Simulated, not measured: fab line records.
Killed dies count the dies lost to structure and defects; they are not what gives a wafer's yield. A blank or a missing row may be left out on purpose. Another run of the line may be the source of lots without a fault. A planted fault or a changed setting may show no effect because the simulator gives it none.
fab line records -- flow sky130
record: lots: 12, wafers: 36, lastDay: 49
route steps=708 shown SPACER@304 VIA4@657 METAL5@664 PAD_OPEN@702
lots that met no fault: taken from a fault-free run of the same line
startH: the number of hours between the record's first day and the start of the first shown wafer of the lot -- waitH: hours since the lot's step before -- " as in the row above -- L1.1+2: several wafers, shown together as one row -- - no value present, or no start provided -- * or withheld: withheld -- < > ~ a bound
route shown NAME@n: names a module that has steps shown in the file, with the first one's number in the route -- usual: the fault-free wafers' mean and standard deviation -- same: alike in all rows -- chamber/n: place in a boat -- sites: the reading at each site -- _std_site: standard deviation across them -- _edge_site: the outer-site mean with the inner-site mean subtracted -- radiusMm: how far each site lies from the wafer's centre -- mask NAME#n: copy n -- behind: the most recent tool/chamber to have shaped the wafer -- hold: why the lot was held/for how many hours/how that ended -- device: whichever transistor did not switch (one of n, p or np) -- end of line: tests of these same wafers at the route's end -- a step with no rows: only its recipe -- killed: count of dies lost to structure and defects at first sort (not the wafer's yield) -- map: the dies of a wafer, with x for killed, . for not killed, _ for no die there
set.NAME: the setting that was run; set.NAME@STEP: the one run at that earlier step -- model.NAME: the simulator's own value behind a step, which no gauge read
steps of the route over a sample of lots; a table a step, a row a wafer
services: from which hour (startH, from the record's first day; less than 0 if before it) a tool's chamber was out of use, for how many hours, and why
== steps ==
step: SKY_SPACER_CVD_00
recipe: material: Si3N4, precursor: DCS/NH3, targetThkNm: 43.1, tempC: 770, timeS: 740, pressureMtorr: 250
usual: spikeTcTopC: 782.2/1, susceptorTempC: 769.9/0.32, zonePowerBottomPct: 19.2/1.7
lot.wafer,tool,chamber,startH,waitH,spikeTcTopC,susceptorTempC,zonePowerBottomPct
L233.2,lpcvd-02,0,521.59,1.6,781.6,770.8,20.8
L233.3,lpcvd-02,0,521.59,1.6,781.7,770.5,20.8
L233.6,lpcvd-02,0,521.59,1.6,782.1,770.5,20.8
L234.1,lpcvd-02,0,534.56,5.1,781.6,769.8,20.7
L234.3,lpcvd-02,0,534.56,5.1,780.8,770.1,20.9
L234.4,lpcvd-02,0,534.56,5.1,783.0,769.4,20.8
L235.2,lpcvd-02,0,534.56,4.1,781.0,769.8,20.6
L235.3,lpcvd-02,0,534.56,4.1,782.0,770.2,20.8
L235.6,lpcvd-02,0,534.56,4.1,781.2,769.8,21.0
L236.3,lpcvd-02,1,549.88,0.0,782.7,769.4,17.4
L236.4,lpcvd-02,1,549.88,0.0,783.3,770.1,17.7
L236.6,lpcvd-02,1,549.88,0.0,782.1,769.9,17.5
L237.1,lpcvd-02,0,559.08,0.0,782.2,769.8,20.7
L237.4,lpcvd-02,0,559.08,0.0,781.7,769.9,21.1
L237.5,lpcvd-02,0,559.08,0.0,780.7,769.9,21.0
L238.1,lpcvd-02,1,575.33,0.0,783.5,769.4,17.5
L238.2,lpcvd-02,1,575.33,0.0,782.8,770.0,17.4
L238.4,lpcvd-02,1,575.33,0.0,782.3,769.6,17.3
L239.1,lpcvd-02,1,578.63,0.0,783.0,770.2,17.5
L239.4,lpcvd-02,1,578.63,0.0,783.2,770.4,17.4
L239.5,lpcvd-02,1,578.63,0.0,782.4,769.9,17.3
L240.1,lpcvd-02,1,618.25,2.0,781.6,769.7,17.3
L240.4,lpcvd-02,1,618.25,2.0,781.5,770.0,17.3
L240.5,lpcvd-02,1,618.25,2.0,782.5,770.1,17.3
L244.1,lpcvd-02,1,626.83,0.0,782.0,769.8,17.3
L244.2,lpcvd-02,1,626.83,0.0,782.0,769.5,17.3
L244.6,lpcvd-02,1,626.83,0.0,783.9,770.0,17.2
L247.1,lpcvd-02,1,646.47,3.2,782.5,770.0,17.2
L247.3,lpcvd-02,1,646.47,3.2,785.8,770.3,17.3
L247.6,lpcvd-02,1,646.47,3.2,782.5,770.1,17.3
L249.2,lpcvd-02,0,654.73,0.0,781.8,770.3,20.8
L249.3,lpcvd-02,0,654.73,0.0,782.3,769.7,20.7
L249.6,lpcvd-02,0,654.73,0.0,779.9,770.1,20.8
L250.1,lpcvd-02,0,667.73,0.0,783.5,769.5,21.1
L250.2,lpcvd-02,0,667.73,0.0,781.0,769.3,20.6
L250.4,lpcvd-02,0,667.73,0.0,782.4,769.4,20.7
step: SKY_VIA4_CVD_18
recipe: material: W, targetThkNm: 505, timeS: 152.14, tempC: 400, pressureTorr: 40
usual: heaterPowerW: 853/57, susceptorTempC: 399.98/0.23
lot.wafer,tool,chamber,startH,waitH,heaterPowerW,susceptorTempC
L233.2,cvdW-01,0,1000.73,0.0,945,400.30
L233.3,cvdW-01,1,1000.73,0.0,811,400.04
L233.6,cvdW-01,1,1000.73,0.0,817,400.04
L234.1,cvdW-02,0,1005.14,0.0,801,399.61
L234.3,cvdW-02,1,1005.14,0.0,853,400.03
L234.4,cvdW-02,0,1005.14,0.0,795,399.73
L235.2,cvdW-01,1,1007.28,0.0,811,399.86
L235.3,cvdW-01,0,1007.28,0.0,926,399.96
L235.6,cvdW-01,0,1007.28,0.0,933,399.95
L236.3,cvdW-02,0,1023.98,0.1,806,399.96
L236.4,cvdW-02,1,1023.98,0.1,826,400.34
L236.6,cvdW-02,1,1023.98,0.1,863,400.22
L237.1,cvdW-02,1,1024.90,0.0,859,399.52
L237.4,cvdW-02,1,1024.90,0.0,846,399.85
L237.5,cvdW-02,0,1024.90,0.0,791,399.81
L238.1,cvdW-01,0,1043.45,0.0,952,400.37
L238.2,cvdW-01,1,1043.45,0.0,824,400.40
L238.4,cvdW-01,0,1043.45,0.0,952,399.91
L239.1,cvdW-02,0,1045.66,0.0,804,400.20
L239.4,cvdW-02,1,1045.66,0.0,848,400.03
L239.5,cvdW-02,0,1045.66,0.0,791,400.07
L240.1,cvdW-01,0,1072.49,0.0,919,400.06
L240.4,cvdW-01,0,1072.49,0.0,962,399.94
L240.5,cvdW-01,0,1072.49,0.0,951,399.73
L244.1,cvdW-02,0,1078.60,0.0,815,400.21
L244.2,cvdW-02,1,1078.60,0.0,852,399.41
L244.6,cvdW-02,0,1078.60,0.0,810,399.84
L247.1,cvdW-01,1,1091.50,0.0,845,399.89
L247.3,cvdW-01,0,1091.50,0.0,933,399.69
L247.6,cvdW-01,0,1091.50,0.0,925,399.87
L249.2,cvdW-02,1,1098.10,0.0,862,400.23
L249.3,cvdW-02,0,1098.10,0.0,785,399.98
L249.6,cvdW-02,0,1098.10,0.0,793,400.04
L250.1,cvdW-01,0,1109.39,0.0,928,400.05
L250.2,cvdW-01,1,1109.39,0.0,809,400.10
L250.4,cvdW-01,1,1109.39,0.0,814,399.90
step: SKY_METAL5_SPUTTER_03
recipe: material: Ti, targetThkNm: 5, powerW: 3000, timeS: 3.3, chamberPressurePa: 0.4
usual: throttleValvePct: 30.5/0.86
lot.wafer,tool,chamber,startH,waitH,throttleValvePct
L233.2,pvdSputter-04,-,1001.55,0.0,30.3
L233.3,pvdSputter-04,-,1001.55,0.0,30.1
L233.6,pvdSputter-04,-,1001.55,0.0,30.4
L234.1,pvdSputter-02,-,1005.87,0.0,30.2
L234.3,pvdSputter-02,-,1005.87,0.0,30.4
L234.4,pvdSputter-02,-,1005.87,0.0,31.4
L235.2,pvdSputter-02,-,1008.09,0.0,30.6
L235.3,pvdSputter-02,-,1008.09,0.0,30.2
L235.6,pvdSputter-02,-,1008.09,0.0,30.3
L236.3,pvdSputter-04,-,1024.66,0.0,31.5
L236.4,pvdSputter-04,-,1024.66,0.0,30.5
L236.6,pvdSputter-04,-,1024.66,0.0,30.3
L237.1,pvdSputter-04,-,1025.63,0.0,30.2
L237.4,pvdSputter-04,-,1025.63,0.0,31.5
L237.5,pvdSputter-04,-,1025.63,0.0,30.5
L238.1,pvdSputter-03,-,1044.18,0.0,27.8
L238.2,pvdSputter-03,-,1044.18,0.0,31.8
L238.4,pvdSputter-03,-,1044.18,0.0,28.0
L239.1,pvdSputter-03,-,1046.39,0.0,28.1
L239.4,pvdSputter-03,-,1046.39,0.0,31.4
L239.5,pvdSputter-03,-,1046.39,0.0,31.3
L240.1,pvdSputter-04,-,1073.22,0.0,30.2
L240.4,pvdSputter-04,-,1073.22,0.0,30.2
L240.5,pvdSputter-04,-,1073.22,0.0,30.1
L244.1,pvdSputter-04,-,1079.34,0.0,30.3
L244.2,pvdSputter-04,-,1079.34,0.0,30.0
L244.6,pvdSputter-04,-,1079.34,0.0,30.5
L247.1,pvdSputter-04,-,1092.23,0.0,30.1
L247.3,pvdSputter-04,-,1092.23,0.0,31.6
L247.6,pvdSputter-04,-,1092.23,0.0,29.9
L249.2,pvdSputter-04,-,1099.00,0.0,30.1
L249.3,pvdSputter-04,-,1099.00,0.0,29.9
L249.6,pvdSputter-04,-,1099.00,0.0,30.1
L250.1,pvdSputter-04,-,1110.16,0.0,30.1
L250.2,pvdSputter-04,-,1110.16,0.0,31.3
L250.4,pvdSputter-04,-,1110.16,0.0,30.1
step: SKY_PAD_OPEN_STRIP_08
recipe: chemistry: O2/N2, powerW: 1400, pressureMtorr: 1500, platenTempC: withheld, overashFraction: 0.7, o2FlowSccm: 3000, n2FlowSccm: 300
usual: drypumpMotorCurrentA: 5.7/0.53, oesProductAu: 0.663/0.0049, stripTimeToEndpointS: 37.18/0.1
same: overashFraction: 0.7
lot.wafer,tool,chamber,startH,waitH,drypumpMotorCurrentA,oesProductAu,rfHoursCounterH,stripTimeToEndpointS
L233.2,plasmaAsher-03,0,1069.74,0.1,5.8,0.661,66,37.24
L233.3,plasmaAsher-03,1,1069.74,0.1,5.4,0.658,-,37.15
L233.6,plasmaAsher-03,0,1069.74,0.1,5.8,0.668,-,37.19
L234.1,plasmaAsher-03,0,1074.14,0.1,5.8,0.665,66,37.06
L234.3,plasmaAsher-03,1,1074.14,0.1,5.5,0.664,-,37.01
L234.4,plasmaAsher-03,0,1074.14,0.1,5.8,0.669,-,37.06
L235.2,plasmaAsher-03,1,1075.84,0.1,5.5,0.661,67,37.05
L235.3,plasmaAsher-03,0,1075.84,0.1,5.8,0.665,-,37.03
L235.6,plasmaAsher-03,1,1075.84,0.1,5.5,0.659,-,37.05
L236.3,plasmaAsher-01,0,1089.48,0.1,5.2,0.656,-,37.27
L236.4,plasmaAsher-01,1,1089.48,0.1,6.2,0.666,-,37.32
L236.6,plasmaAsher-01,0,1089.48,0.1,5.2,0.663,-,37.24
L237.1,plasmaAsher-04,0,1091.24,0.1,6.7,0.664,31,37.06
L237.4,plasmaAsher-04,0,1091.24,0.1,6.7,0.658,-,37.09
L237.5,plasmaAsher-04,1,1091.24,0.1,4.7,0.662,-,37.04
L238.1,plasmaAsher-04,0,1106.70,0.1,6.7,0.663,33,37.05
L238.2,plasmaAsher-04,1,1106.70,0.1,4.7,0.657,33,37.07
L238.4,plasmaAsher-04,1,1106.70,0.1,4.7,0.662,-,37.10
L239.1,plasmaAsher-03,0,1108.29,0.1,5.8,0.667,69,37.22
L239.4,plasmaAsher-03,1,1108.29,0.1,5.4,0.656,-,37.25
L239.5,plasmaAsher-03,0,1108.29,0.1,5.8,0.655,-,37.28
L240.1,plasmaAsher-03,0,1135.00,0.1,5.8,0.663,72,37.14
L240.4,plasmaAsher-03,1,1135.00,0.1,5.4,0.659,-,37.24
L240.5,plasmaAsher-03,0,1135.00,0.1,5.8,0.662,-,37.14
L244.1,plasmaAsher-01,0,1140.85,0.1,5.3,0.666,100,37.40
L244.2,plasmaAsher-01,1,1140.85,0.1,6.2,0.669,100,37.30
L244.6,plasmaAsher-01,0,1140.85,0.1,5.2,0.667,-,37.35
L247.1,plasmaAsher-01,1,1150.60,0.1,6.2,0.664,101,37.32
L247.3,plasmaAsher-01,1,1150.60,0.1,6.1,0.660,-,37.22
L247.6,plasmaAsher-01,0,1150.60,0.1,5.2,0.669,-,37.22
L249.2,plasmaAsher-01,0,1157.65,0.1,5.2,0.670,101,37.18
L249.3,plasmaAsher-01,0,1157.65,0.1,5.2,0.666,-,37.27
L249.6,plasmaAsher-01,0,1157.65,0.1,5.2,0.666,-,37.19
L250.1,plasmaAsher-03,1,1166.29,0.1,5.5,0.667,75,37.29
L250.2,plasmaAsher-03,0,1166.29,0.1,5.8,0.665,75,37.28
L250.4,plasmaAsher-03,1,1166.29,0.1,5.5,0.666,-,37.40
step: SKY_PAD_OPEN_PROBE_99
usual: killed_at_M0_to_M3: 44/6.6, killed_at_M4_up: 2.9/1.8, killedAtContacts: 24/4.8, killedAtFrontEnd: 15/4.5, killedAtOther: 0.3/0.64, killedDies: 86/8.7, killedOpen: 47/6.5, killedShort: 39/5.8
same: grossDies: 492, killedAtBackSide: 0
lot.wafer,tool,chamber,startH,waitH,killed_at_M0_to_M3,killed_at_M4_up,killedAtContacts,killedAtFrontEnd,killedAtOther,killedDies,killedOpen,killedShort
L233.2,prober-01,-,1072.03,0.1,37,0,21,25,0,83,44,39
L233.3,prober-01,-,1072.08,0.2,40,6,28,17,0,91,47,44
L233.6,prober-01,-,1072.23,0.2,36,5,24,16,0,81,42,39
L234.1,prober-02,-,1076.35,0.1,37,3,25,18,2,85,56,27
L234.3,prober-02,-,1076.45,0.2,44,6,26,14,1,91,50,41
L234.4,prober-02,-,1076.50,0.2,38,5,21,23,0,87,41,46
L235.2,prober-01,-,1078.15,0.1,40,1,23,18,0,82,39,43
L235.3,prober-01,-,1078.20,0.2,51,3,16,19,1,90,46,43
L235.6,prober-01,-,1078.35,0.2,49,2,26,16,3,96,52,42
L236.3,prober-02,-,1091.76,0.2,45,3,30,10,0,88,48,40
L236.4,prober-02,-,1091.81,0.2,35,1,20,13,0,69,38,31
L236.6,prober-02,-,1091.91,0.2,47,3,26,15,0,91,52,39
L237.1,prober-01,-,1093.49,0.1,44,5,24,21,0,94,61,33
L237.4,prober-01,-,1093.64,0.2,52,1,30,14,0,97,55,41
L237.5,prober-01,-,1093.69,0.2,40,3,22,16,0,81,39,41
L238.1,prober-02,-,1108.91,0.1,34,5,18,11,0,68,40,28
L238.2,prober-02,-,1108.96,0.1,34,1,25,18,0,78,45,33
L238.4,prober-02,-,1109.06,0.2,42,1,24,17,0,84,55,29
L239.1,prober-01,-,1110.50,0.1,54,3,29,12,1,99,49,48
L239.4,prober-01,-,1110.65,0.2,47,2,19,24,2,94,43,49
L239.5,prober-01,-,1110.70,0.2,42,6,21,11,0,80,47,32
L240.1,prober-01,-,1137.72,0.1,34,2,38,20,0,94,51,43
L240.4,prober-01,-,1137.87,0.2,47,1,24,16,2,90,47,41
L240.5,prober-01,-,1137.92,0.2,46,6,19,17,0,88,52,36
L244.1,prober-02,-,1143.06,0.1,52,3,23,19,1,98,59,38
L244.2,prober-02,-,1143.11,0.1,55,2,24,20,0,101,54,45
L244.6,prober-02,-,1143.31,0.2,41,4,18,16,0,79,40,39
L247.1,prober-01,-,1152.90,0.1,49,2,19,14,0,84,47,37
L247.3,prober-01,-,1153.00,0.2,50,2,22,13,2,89,51,38
L247.6,prober-01,-,1153.15,0.2,49,2,20,15,0,86,39,47
L249.2,prober-01,-,1159.95,0.1,29,2,23,81,0,135,43,33
L249.3,prober-01,-,1160.00,0.2,41,0,27,63,0,131,43,31
L249.6,prober-01,-,1160.15,0.2,40,1,15,73,0,129,36,33
L250.1,prober-02,-,1168.54,0.1,52,6,21,63,0,142,53,38
L250.2,prober-02,-,1168.59,0.1,35,5,21,65,0,126,35,35
L250.4,prober-02,-,1168.69,0.2,38,4,19,62,0,123,34,39
killed by level:class
L233.2 VIA1:geometricParticle:open=10 CONTACT:geometricParticle:open=7 METAL2:geometricParticle:short=6 VIA3:geometricParticle:open=6 LI_CONTACT:geometricParticle:open=5 CONTACT:geometricParticle:short=5 VIA3:geometricParticle:short=5 FIELD_ISO:geometricParticle:short=4
L233.3 VIA1:geometricParticle:open=10 CONTACT:geometricParticle:open=9 FIELD_ISO:geometricParticle:open=7 VIA2:geometricParticle:open=7 METAL1:geometricParticle:short=6 LOCAL_INTERCONNECT:geometricParticle:short=6 METAL3:geometricParticle:short=6 CONTACT:geometricParticle:short=5
L233.6 VIA1:geometricParticle:open=12 CONTACT:geometricParticle:open=11 CONTACT:geometricParticle:short=7 FIELD_ISO:geometricParticle:open=5 POLY_GATE:geometricParticle:short=5 VIA3:geometricParticle:open=5 LOCAL_INTERCONNECT:geometricParticle:short=4 VIA2:geometricParticle:open=4
L234.1 VIA1:geometricParticle:open=13 CONTACT:geometricParticle:open=11 VIA2:geometricParticle:open=9 LI_CONTACT:geometricParticle:open=7 FIELD_ISO:geometricParticle:open=5 POLY_GATE:geometricParticle:short=4 POLY_GATE:geometricParticle:open=4 METAL2:geometricParticle:short=4
L234.3 VIA1:geometricParticle:open=11 VIA2:geometricParticle:open=9 LI_CONTACT:geometricParticle:open=8 CONTACT:geometricParticle:short=8 LI_CONTACT:geometricParticle:short=5 VIA3:geometricParticle:open=5 FIELD_ISO:geometricParticle:short=4 CONTACT:geometricParticle:open=4
L234.4 VIA1:geometricParticle:open=10 CONTACT:geometricParticle:open=8 FIELD_ISO:geometricParticle:short=7 POLY_GATE:geometricParticle:short=6 METAL2:geometricParticle:short=6 VIA2:geometricParticle:open=6 CONTACT:geometricParticle:short=5 METAL1:geometricParticle:short=5
L235.2 CONTACT:geometricParticle:short=8 VIA2:geometricParticle:open=8 VIA1:geometricParticle:open=8 FIELD_ISO:geometricParticle:short=7 METAL2:geometricParticle:short=7 CONTACT:geometricParticle:open=6 LOCAL_INTERCONNECT:geometricParticle:short=5 VIA3:geometricParticle:open=5
L235.3 VIA1:geometricParticle:open=16 VIA3:geometricParticle:open=8 VIA1:geometricParticle:short=8 FIELD_ISO:geometricParticle:short=5 CONTACT:geometricParticle:short=5 METAL1:geometricParticle:short=5 FIELD_ISO:geometricParticle:open=4 POLY_GATE:geometricParticle:open=4
L235.6 VIA1:geometricParticle:open=16 CONTACT:geometricParticle:open=9 VIA2:geometricParticle:open=8 FIELD_ISO:geometricParticle:short=6 VIA3:geometricParticle:open=6 METAL2:geometricParticle:short=5 CONTACT:geometricParticle:short=5 POLY_GATE:geometricParticle:open=4
L236.3 VIA1:geometricParticle:open=12 LI_CONTACT:geometricParticle:open=8 VIA3:geometricParticle:open=7 CONTACT:geometricParticle:open=6 VIA1:geometricParticle:short=6 LI_CONTACT:geometricParticle:short=5 LOCAL_INTERCONNECT:geometricParticle:short=5 VIA2:geometricParticle:open=5
L236.4 VIA1:geometricParticle:open=9 LI_CONTACT:geometricParticle:open=6 VIA3:geometricParticle:open=6 CONTACT:geometricParticle:open=6 METAL2:geometricParticle:short=6 FIELD_ISO:geometricParticle:open=5 FIELD_ISO:geometricParticle:short=5 METAL1:geometricParticle:short=4
L236.6 CONTACT:geometricParticle:open=12 VIA1:geometricParticle:open=10 VIA2:geometricParticle:open=9 METAL2:geometricParticle:short=6 VIA3:geometricParticle:open=6 VIA2:geometricParticle:short=6 POLY_GATE:geometricParticle:short=5 LI_CONTACT:geometricParticle:open=5
L237.1 VIA1:geometricParticle:open=15 CONTACT:geometricParticle:open=13 POLY_GATE:geometricParticle:open=7 VIA2:geometricParticle:open=7 LI_CONTACT:geometricParticle:open=6 METAL1:geometricParticle:short=5 FIELD_ISO:geometricParticle:short=4 POLY_GATE:geometricParticle:short=4
L237.4 CONTACT:geometricParticle:open=13 VIA1:geometricParticle:open=13 VIA2:geometricParticle:open=9 VIA1:geometricParticle:short=8 CONTACT:geometricParticle:short=8 METAL2:geometricParticle:short=6 FIELD_ISO:geometricParticle:open=5 LI_CONTACT:geometricParticle:open=5
L237.5 CONTACT:geometricParticle:open=8 POLY_GATE:geometricParticle:open=6 VIA2:geometricParticle:open=6 VIA2:geometricParticle:short=5 LOCAL_INTERCONNECT:geometricParticle:short=5 VIA1:geometricParticle:open=5 VIA1:geometricParticle:short=5 METAL3:geometricParticle:short=5
L238.1 VIA2:geometricParticle:open=7 CONTACT:geometricParticle:open=6 VIA3:geometricParticle:open=6 FIELD_ISO:geometricParticle:open=4 LI_CONTACT:geometricParticle:open=4 LOCAL_INTERCONNECT:geometricParticle:short=4 VIA2:geometricParticle:short=4 METAL4:geometricParticle:short=4
L238.2 CONTACT:geometricParticle:open=11 VIA1:geometricParticle:open=9 LI_CONTACT:geometricParticle:open=6 POLY_GATE:geometricParticle:short=6 METAL2:geometricParticle:short=6 VIA2:geometricParticle:open=5 LOCAL_INTERCONNECT:geometricParticle:short=4 FIELD_ISO:geometricParticle:open=3
L238.4 VIA1:geometricParticle:open=13 CONTACT:geometricParticle:open=11 FIELD_ISO:geometricParticle:open=6 METAL1:geometricParticle:short=5 POLY_GATE:geometricParticle:short=4 LI_CONTACT:geometricParticle:open=4 VIA2:geometricParticle:open=4 CONTACT:geometricParticle:short=4
L239.1 CONTACT:geometricParticle:open=13 METAL1:geometricParticle:short=9 METAL2:geometricParticle:short=9 VIA2:geometricParticle:open=7 LI_CONTACT:geometricParticle:open=6 VIA3:geometricParticle:open=5 VIA1:geometricParticle:open=5 VIA2:geometricParticle:short=5
L239.4 METAL2:geometricParticle:short=9 VIA2:geometricParticle:open=9 METAL1:geometricParticle:short=7 VIA1:geometricParticle:short=6 LI_CONTACT:geometricParticle:open=6 VIA3:geometricParticle:open=6 SPACER:geometricParticle:short=5 CONTACT:geometricParticle:open=5
L239.5 VIA1:geometricParticle:open=12 CONTACT:geometricParticle:open=11 LI_CONTACT:geometricParticle:open=7 VIA3:geometricParticle:open=6 METAL2:geometricParticle:short=6 METAL1:geometricParticle:short=5 VIA1:geometricParticle:short=5 POLY_GATE:geometricParticle:short=4
L240.1 CONTACT:geometricParticle:open=10 CONTACT:geometricParticle:short=10 FIELD_ISO:geometricParticle:open=8 LI_CONTACT:geometricParticle:open=8 VIA1:geometricParticle:open=7 FIELD_ISO:geometricParticle:short=6 LOCAL_INTERCONNECT:geometricParticle:short=6 METAL1:geometricParticle:short=6
L240.4 VIA1:geometricParticle:open=9 VIA3:geometricParticle:open=8 VIA2:geometricParticle:open=8 LI_CONTACT:geometricParticle:open=7 CONTACT:geometricParticle:open=7 VIA1:geometricParticle:short=7 FIELD_ISO:geometricParticle:open=6 VIA3:geometricParticle:short=6
L240.5 VIA1:geometricParticle:open=8 VIA2:geometricParticle:open=8 VIA3:geometricParticle:open=8 POLY_GATE:geometricParticle:open=6 FIELD_ISO:geometricParticle:open=5 POLY_GATE:geometricParticle:short=5 CONTACT:geometricParticle:open=5 METAL1:geometricParticle:short=5
L244.1 VIA1:geometricParticle:open=14 VIA2:geometricParticle:open=11 CONTACT:geometricParticle:open=10 METAL2:geometricParticle:short=9 LI_CONTACT:geometricParticle:open=8 VIA3:geometricParticle:short=6 FIELD_ISO:geometricParticle:open=5 POLY_GATE:geometricParticle:open=4
L244.2 VIA1:geometricParticle:open=17 CONTACT:geometricParticle:open=8 VIA1:geometricParticle:short=8 VIA3:geometricParticle:open=6 FIELD_ISO:geometricParticle:open=5 LI_CONTACT:geometricParticle:open=5 CONTACT:geometricParticle:short=5 METAL1:geometricParticle:short=5
L244.6 VIA1:geometricParticle:open=14 FIELD_ISO:geometricParticle:short=8 METAL2:geometricParticle:short=6 LOCAL_INTERCONNECT:geometricParticle:short=5 CONTACT:geometricParticle:open=5 METAL1:geometricParticle:short=4 CONTACT:geometricParticle:short=4 METAL2:geometricParticle:open=4
L247.1 VIA1:geometricParticle:open=15 LI_CONTACT:geometricParticle:open=7 VIA1:geometricParticle:short=6 VIA3:geometricParticle:open=6 VIA3:geometricParticle:short=6 POLY_GATE:geometricParticle:short=5 CONTACT:geometricParticle:open=5 METAL2:geometricParticle:short=5
L247.3 VIA1:geometricParticle:open=9 METAL1:geometricParticle:open=8 CONTACT:geometricParticle:open=7 LI_CONTACT:geometricParticle:open=6 METAL2:geometricParticle:short=6 VIA3:geometricParticle:open=6 VIA2:geometricParticle:open=5 VIA2:geometricParticle:short=5
L247.6 METAL1:geometricParticle:short=9 VIA3:geometricParticle:open=8 CONTACT:geometricParticle:open=8 VIA1:geometricParticle:open=8 METAL2:geometricParticle:short=7 VIA1:geometricParticle:short=6 LI_CONTACT:geometricParticle:open=5 POLY_GATE:geometricParticle:short=5
L249.2 SPACER:unspecified=59 CONTACT:geometricParticle:open=12 METAL1:geometricParticle:short=9 VIA2:geometricParticle:open=7 FIELD_ISO:geometricParticle:open=6 VIA1:geometricParticle:open=6 FIELD_ISO:geometricParticle:short=4 POLY_GATE:geometricParticle:short=3
L249.3 SPACER:unspecified=57 METAL1:geometricParticle:short=9 LI_CONTACT:geometricParticle:open=8 CONTACT:geometricParticle:open=8 VIA3:geometricParticle:open=7 VIA1:geometricParticle:open=6 VIA1:geometricParticle:short=5 LOCAL_INTERCONNECT:geometricParticle:open=4
L249.6 SPACER:unspecified=60 VIA1:geometricParticle:open=11 CONTACT:geometricParticle:open=8 METAL2:geometricParticle:short=7 FIELD_ISO:geometricParticle:open=6 METAL1:geometricParticle:short=6 VIA2:geometricParticle:open=5 VIA1:geometricParticle:short=4
L250.1 SPACER:unspecified=51 VIA1:geometricParticle:open=15 VIA3:geometricParticle:open=10 CONTACT:geometricParticle:open=9 LI_CONTACT:geometricParticle:open=8 VIA1:geometricParticle:short=6 FIELD_ISO:geometricParticle:short=5 VIA3:geometricParticle:short=5
L250.2 SPACER:unspecified=55 VIA3:geometricParticle:open=7 CONTACT:geometricParticle:short=6 LI_CONTACT:geometricParticle:open=6 VIA1:geometricParticle:open=6 METAL2:geometricParticle:short=5 CONTACT:geometricParticle:open=5 FIELD_ISO:geometricParticle:open=4
L250.4 SPACER:unspecified=48 VIA1:geometricParticle:short=7 VIA1:geometricParticle:open=7 FIELD_ISO:geometricParticle:short=6 VIA2:geometricParticle:open=6 LI_CONTACT:geometricParticle:open=6 VIA3:geometricParticle:open=5 METAL2:geometricParticle:short=4
== services ==
tool,chamber,startH,hours,kind
cvdW-01,1,505.49,38.5,repair
cvdW-02,-,508.73,0.6,repair
plasmaAsher-03,-,511.79,0.8,repair
lpcvd-02,-,512.14,0.5,repair
lpcvd-02,-,527.40,6.1,pm
plasmaAsher-03,-,536.27,0.7,repair
plasmaAsher-03,-,545.70,4.1,repair
plasmaAsher-03,-,553.89,0.9,repair
cvdW-01,-,617.92,6.9,pm
pvdSputter-04,-,663.84,1.7,repair
cvdW-02,0,671.64,14.7,repair
cvdW-01,-,686.10,1.5,repair
pvdSputter-04,-,687.90,7.4,repair
cvdW-01,-,763.48,0.3,repair
cvdW-01,-,768.82,0.5,repair
cvdW-01,-,835.79,6.0,pm
cvdW-02,-,842.05,6.0,pm
cvdW-02,-,904.00,14.0,pm
cvdW-02,-,918.00,6.9,pm
lpcvd-02,-,956.09,2.8,pm
plasmaAsher-03,-,963.15,1.2,repair
cvdW-01,1,985.76,8.8,repair
lpcvd-02,-,1039.98,6.0,pm
pvdSputter-04,-,1154.15,3.2,repair
== key ==
firstSign: step: SKY_PAD_OPEN_PROBE_99, reading: killedAtFrontEnd, direction: up, sigmas: 12, usual: 15, struck: 68
effect: step: SKY_PAD_OPEN_PROBE_99, reading: killedDies, direction: up, sigmas: 5.2, usual: 86, struck: 131
metAt SKY_SPACER_CVD_00
struckLots L249,L250
struckWafers L249.2,L249.3,L249.6,L250.1,L250.2,L250.4
testerLeftOut L249,L250
notActingAt SKY_VIA4_CVD_18,SKY_METAL5_SPUTTER_03,SKY_PAD_OPEN_STRIP_08
onsetBetween 559.08 654.73
alsoFits time
fault: kind: chamberParticleSource, tool: lpcvd-02, chamber: 0, onsetH: 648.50, steps: SKY_SPACER_CVD_00, ratePerVisitCm2: 0.91335, endH: 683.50
testerLeftOut: of these lots the tester's yield and bins aren't shown, on N5 and GAA mostly nor the transistor test; their killed dies are dies lost to structure and defects alone, not to doping, threshold or leakage, so they don't give the yield
